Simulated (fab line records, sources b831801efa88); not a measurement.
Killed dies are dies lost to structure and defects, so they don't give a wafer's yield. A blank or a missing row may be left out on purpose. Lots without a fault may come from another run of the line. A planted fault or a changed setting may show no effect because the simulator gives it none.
Problem report in the 8D (eight disciplines) form, filled by code | flow sky130 | the parts of the form that need people (team, actions taken, sign-off) are left out

1. THE PROBLEM
sort_bin_3_pad_short at SKY_PAD_OPEN_PROBE_99 reads a mean of 84.8 % on 6 wafers of 2 lots; wafers without a fault read 0.9 % with a standard deviation of 0.46. That is +99 or more standard deviations from the usual mean.
First seen on wafer L217.1, day 47 05:07, on prober-01. The record holds 36 wafers of 12 lots with a number at this step. Rule for "out", or "out of limits": more than 4 standard deviations from the usual mean. The other wafers with a number count as sound.

2. WHAT IT IS AND WHAT IT IS NOT
question                    | is                                                                                                                      | is not
which readings at this step | sort_bin_3_pad_short, defect_limited_yield, killed_at_M0_to_M3, killed_dies, killed_on_rim, sort_n_pass, sort_yield_pct | killed_at_M4_up, killed_at_contacts, killed_at_front_end, killed_at_other, killed_short, sort_bin_6_memory
which lots                  | L217, L218                                                                                                              | L212, L213, L214, L223, L226, L227, L228, L229, L230, L231
which wafers of those lots  | all that have a number                                                                                                  | -
read on which tools         | prober-01, prober-02                                                                                                    | -
when                        | from day 47 05:07                                                                                                       | up to then (9 sound wafers); but 21 sound wafers of L223, L226, L227, L228, L229, L230, L231 came after

3. SUSPECTS, AND WHAT RULES EACH OUT
Counting: a tool at a process step up to the reading stays a suspect if it ran every lot that is out and no sound lot after the first of them.
- pvd_sputter-02 at SKY_VIA1_SPUTTER_20 (material TiN, target thk 20 nm, time 80 s): kept. It ran every lot that is out, first L217 (day 35 16:40), and no sound lot after that; its last sound lot up to then is L214 (day 34 16:28).
- cvd_w-01 at SKY_VIA1_CVD_21 (deposits W, target thk 270 nm, time 80.902 s): ruled out as a lasting fault. Sound lots L223, L227, L229, L228, L230 ran on it after its first lot that is out, L217 (day 35 16:43).
- cmp-02 at SKY_VIA1_CMP_24 (polishes, stops on SiO2, t overpolish 15 s, target thk 0 nm): ruled out as a lasting fault. Sound lots L229, L226, L230, L231 ran on it after its first lot that is out, L217 (day 35 16:59).
Left after counting: pvd_sputter-02 at SKY_VIA1_SPUTTER_20.

4. THE CAUSE (what the simulator had put in)
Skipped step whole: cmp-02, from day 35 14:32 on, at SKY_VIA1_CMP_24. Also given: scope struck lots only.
Counting ruled it out, wrongly: the rule takes a fault to strike every lot that its tool runs from its start on, and this one did not.

5. THE CHAIN OF EFFECTS, in route order
Each row: a reading whose mean over the struck wafers that have a number lies more than 3 standard deviations from the usual. Only readings for which the record gives a usual standard deviation are gone through. hours: the time from each lot's start at the first step in this table that gives one to its start at this step, as a median over the lots. sigmas: the change in usual standard deviations.
hours | step                  | reading              | usual  | on struck wafers | change | sigmas
0     | SKY_PAD_OPEN_PROBE_99 | defect_limited_yield | 82.5 % | 0.0              | -82.5  | -39
0     | SKY_PAD_OPEN_PROBE_99 | killed_at_M0_to_M3   | 43     | 454              | +411   | +53
0     | SKY_PAD_OPEN_PROBE_99 | killed_dies          | 86     | 492              | +406   | +41
0     | SKY_PAD_OPEN_PROBE_99 | killed_on_rim        | 17     | 96               | +79    | +19
0     | SKY_PAD_OPEN_PROBE_99 | sort_bin_3_pad_short | 0.9 %  | 84.8             | +83.9  | +99 or more
0     | SKY_PAD_OPEN_PROBE_99 | sort_n_pass          | 406    | 0                | -406   | -41
0     | SKY_PAD_OPEN_PROBE_99 | sort_yield_pct       | 82.5 % | 0.0              | -82.5  | -39
The process steps in it:
- SKY_PAD_OPEN_PROBE_99
Readings that are blank on the struck wafers while sound wafers have them: edge_zone_pressure_frac at SKY_VIA1_CMP_24; head_pressure_psi at SKY_VIA1_CMP_24; motor_current_A at SKY_VIA1_CMP_24; overpolish_run_s at SKY_VIA1_CMP_24; time_to_endpoint_s at SKY_VIA1_CMP_24.

6. WHAT WOULD HAVE CAUGHT IT SOONER
In this record the first reading out of limits was taken at day 47 05:07, 279 hours after the fault began at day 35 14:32.
At SKY_VIA1_CMP_24 the tool's readings are blank on the struck wafers, where sound wafers have them: an empty tool record is the first sign, and it was there at once.
